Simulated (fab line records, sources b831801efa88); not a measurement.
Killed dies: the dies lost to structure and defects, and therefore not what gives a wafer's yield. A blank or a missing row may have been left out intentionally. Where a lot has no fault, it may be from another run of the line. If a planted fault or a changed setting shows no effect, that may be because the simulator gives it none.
2 desks, one fault ; flow gf180mcu ; each desk has only its own numbers; what lay behind them comes last

== THE TOOL OWNER'S DESK: implanter-02 ==
GF_MVPSD_IMPLANT_08, tool's own readings: per-lot mean of the sampled wafers with a number, covering each lot this tool ran. If a lot's mean is further than 4 standard deviations from the usual mean, the lot is out of limits and carries the mark OUT (the distance appears in the brackets).
Columns: A = tilt_deg at GF_MVPSD_IMPLANT_08, usual -0.002 degrees
lot;first seen here;A
L746;day 5 11:23;-0.011
L755;day 7 17:29;4.123 (+99 or more) OUT
L757;day 8 05:14;4.148 (+99 or more) OUT
L758;day 8 11:59;4.163 (+99 or more) OUT
Finding of this desk: L755, L757, L758 out of limits; the first was L755 at day 7 17:29, on tilt_deg at GF_MVPSD_IMPLANT_08. In limits: L746.

== THE METROLOGY DESK ==
Lot by lot, what the gauges showed, no matter which tool ran the lot: averages of those sampled wafers that carry a number. If a lot's mean is further than 4 standard deviations from the usual mean, the lot is out of limits and carries the mark OUT (the distance appears in the brackets). Readings shown: 7 out of 8 (the first out of limits, and those lying furthest out on some lot).
Columns: A = MVSD_TW at GF_MVSD_TW_MEAS_11, usual 1580; B = MVPSD_OVL at GF_MVPSD_OVL_MEAS_07, usual 0.6 nm; C = MVPSD_TW at GF_MVPSD_TW_MEAS_11, usual 552; D = VT_IMPLANT_OVL at GF_VT_IMPLANT_OVL_MEAS_07, usual -0.5 nm; E = VT_IMPLANT_TW at GF_VT_IMPLANT_TW_MEAS_10, usual 568; F = VT_IMPLANT_2_TW at GF_VT_IMPLANT_TW_MEAS_21, usual 1226; G = MVPSD_RS at GF_VT_IMPLANT_RS_MEAS_49, usual 1168 ohm/sq
lot;first seen here;A;B;C;D;E;F;G
L745;day 4 17:11;1612;1.1;546;0.5;571;1228;1165
L746;day 4 21:56;1604;0.0;546;-0.7;568;1228;1169
L755;day 7 02:29;1584;-0.9;612 (+8.9) OUT;-0.1;565;1213;1342 (+54) OUT
L757;day 7 13:33;1586;1.5;613 (+8.9) OUT;1.1;565;1227;1344 (+55) OUT
L758;day 7 19:55;1588;0.9;611 (+8.7) OUT;-1.8;569;1229;1346 (+56) OUT
L766;day 10 03:52;1557;-0.1;544;-1.3;562;1232;1168
L767;day 10 04:47;1552;-0.9;542;-0.4;574;1220;1169
This desk finds L755, L757, L758 out of limits, with the earliest case on L755 at day 7 17:53 (MVPSD_TW at GF_MVPSD_TW_MEAS_11). In limits: L745, L746, L766, L767.

== BROUGHT TOGETHER ==
On L755, L757, L758, at day 7 17:29, an alarm was possible from the tool owner's desk.
Metrology desk: alarm possible at day 7 17:53 on L755, L757, L758.
GF_MVPSD_IMPLANT_08 was run on implanter-02 by each of the lots named.

== WHAT HAD BEEN PUT IN BY THE SIMULATOR ==
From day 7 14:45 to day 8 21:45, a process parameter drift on implanter-02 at GF_MVPSD_IMPLANT_08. From 0, the setting tilt_deg moved by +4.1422. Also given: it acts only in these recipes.
Struck lots among those shown: L755, L757, L758.
Hours from the fault's start to each desk's first reading out of limits: the tool owner's desk, 3; the metrology desk, 3.
